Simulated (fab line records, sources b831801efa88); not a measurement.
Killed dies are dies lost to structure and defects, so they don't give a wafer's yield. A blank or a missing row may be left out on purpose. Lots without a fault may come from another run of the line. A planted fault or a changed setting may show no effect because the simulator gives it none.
A struck lot beside a sound one | flow sky130 | 17 steps out of a route of 708
Sound: wafers L943.1, L943.3, L943.4. Struck: wafers L962.2, L962.4, L962.5. The cause comes at the end.
At each step with rows: each side's tool, then ch and its chambers, then its first start. Under that, the readings that differ: sound wafers | struck wafers | difference of the means | sigmas: that difference in standard deviations of wafers without a fault.
alike: readings whose means differ by less than 2 such deviations, and words and numbers that are the same on both sides. not compared: withheld readings, readings that some wafer has no value for, bounds like >300 that may hide the same value, and numbers for which the record gives no deviation and whose values overlap.
The two part at a step that has a row with sigmas, a row that says differs or no value, or rows on one side only. Numbers that don't overlap but have no deviation are shown without sigmas and don't part them. A reading that every wafer of one side lacks parts them only if that side has two wafers or more.

SKY_LOCAL_INTERCONNECT_RS_MEAS_01: measures by four-point-probe.
  sound on film_metro-04, day 30 20:35; struck on film_metro-02, day 37 17:49
  alike: LOCAL_INTERCONNECT_TIN_RS
SKY_LOCAL_INTERCONNECT_THK_MEAS_02: measures by xrf.
  sound on film_metro-04, day 30 20:43; struck on film_metro-02, day 37 17:55
  alike: LOCAL_INTERCONNECT_TIN_THK
then, 8 steps without rows for these wafers: SKY_LOCAL_INTERCONNECT_DEHYDRATE_03 (time 60 s); SKY_LOCAL_INTERCONNECT_HMDS_04 (prime time 60 s); SKY_LOCAL_INTERCONNECT_COAT_05 (resist thk 60 nm); SKY_LOCAL_INTERCONNECT_COAT_06 (resist thk 450 nm); SKY_LOCAL_INTERCONNECT_SOFTBAKE_07 (time 90 s); SKY_LOCAL_INTERCONNECT_EXPOSE_08 (exposes mask LI1M, target cd 170 nm); SKY_LOCAL_INTERCONNECT_PEB_09; SKY_LOCAL_INTERCONNECT_DEVELOP_10 (develop time 60 s).
SKY_LOCAL_INTERCONNECT_CD_MEAS_11: target cd 170 nm.
  sound on cd_sem-02, day 31 23:47; struck on cd_sem-01, day 38 19:35
  alike: cd_nm
SKY_LOCAL_INTERCONNECT_OVL_MEAS_12:
  sound on overlay-01, day 31 23:55; struck on overlay-01, day 38 19:41
  alike: LOCAL_INTERCONNECT_OVL
SKY_LOCAL_INTERCONNECT_ETCH_13: etches BARC in N2/H2, stops on SiO2, time 45.9 s, target depth 60 nm.
  sound on rie_metal-01 ch 0,1, day 31 23:56; struck on rie_metal-01 ch 1, day 38 19:43
  no value came back on the struck wafers for any of 5 readings (bias_w (W), chamber_pressure_mTorr (mTorr) and others); on the sound wafers bias_w (W) reads 100.36 99.93 99.99
  reading                                                   | sound             | struck            | difference | sigmas
  model.KrF-thick_of_LOCAL_INTERCONNECT_COAT_06.thk_nm (nm) | 391.8 392.2 391.9 | 435.8 434.2 434.6 | +42.9      |
  not compared: rf_hours_counter_h
SKY_LOCAL_INTERCONNECT_METAL_ETCH_14: etches TiN in Cl2/BCl3, stops on PSG, target depth 110 nm, time 31.4 s.
  sound on rie_metal-01 ch 0,1, day 32 00:02; struck on rie_metal-01 ch 1, day 38 19:47
  reading                                                   | sound                | struck               | difference | sigmas
  oes_product_au (a.u.)                                     | 0.943 0.945 0.934    | 0.380 0.369 0.381    | -0.564     | -75
  throttle_valve_pct (%)                                    | 21.903 21.898 21.917 | 22.264 22.260 22.285 | +0.364     | +37
  model.KrF-thick_of_LOCAL_INTERCONNECT_COAT_06.thk_nm (nm) | 346.8 346.5 347.2    | 391.8 390.3 390.7    | +44.1      |
  alike: bcl3_flow_sccm, bias_w, drypump_motor_current_A
  not compared: rf_hours_counter_h
SKY_LOCAL_INTERCONNECT_STRIP_15: strips in O2/N2.
  sound on plasma_asher-02 ch 0,1, day 32 00:06; struck on plasma_asher-03 ch 0, day 38 19:50
  reading                      | sound             | struck            | difference | sigmas
  oes_product_au (a.u.)        | 0.413 0.425 0.433 | 0.452 0.442 0.455 | +0.026     | +6
  strip_time_to_endpoint_s (s) | 4.697 4.674 4.693 | 5.160 5.160 5.142 | +0.466     | +25
  alike: drypump_motor_current_A
  not compared: rf_hours_counter_h
then, 1 step without rows for these wafers: SKY_LOCAL_INTERCONNECT_STRIP_16 (strips in post etch residue remover, time 1200 s).
-- the record jumps here: 13 days lie between the struck wafers' starts before and after (it left off in module LOCAL_INTERCONNECT and takes up again in module PAD_OPEN, whose first step shown is number 708 of the route) --
SKY_PAD_OPEN_PROBE_99:
  the record has rows for the struck wafers here (prober-01, day 51 14:32) and none for the sound ones

WHERE THEY PART
First at SKY_LOCAL_INTERCONNECT_ETCH_13; last, within this record, at SKY_PAD_OPEN_PROBE_99.

WHY: what the simulator had put in
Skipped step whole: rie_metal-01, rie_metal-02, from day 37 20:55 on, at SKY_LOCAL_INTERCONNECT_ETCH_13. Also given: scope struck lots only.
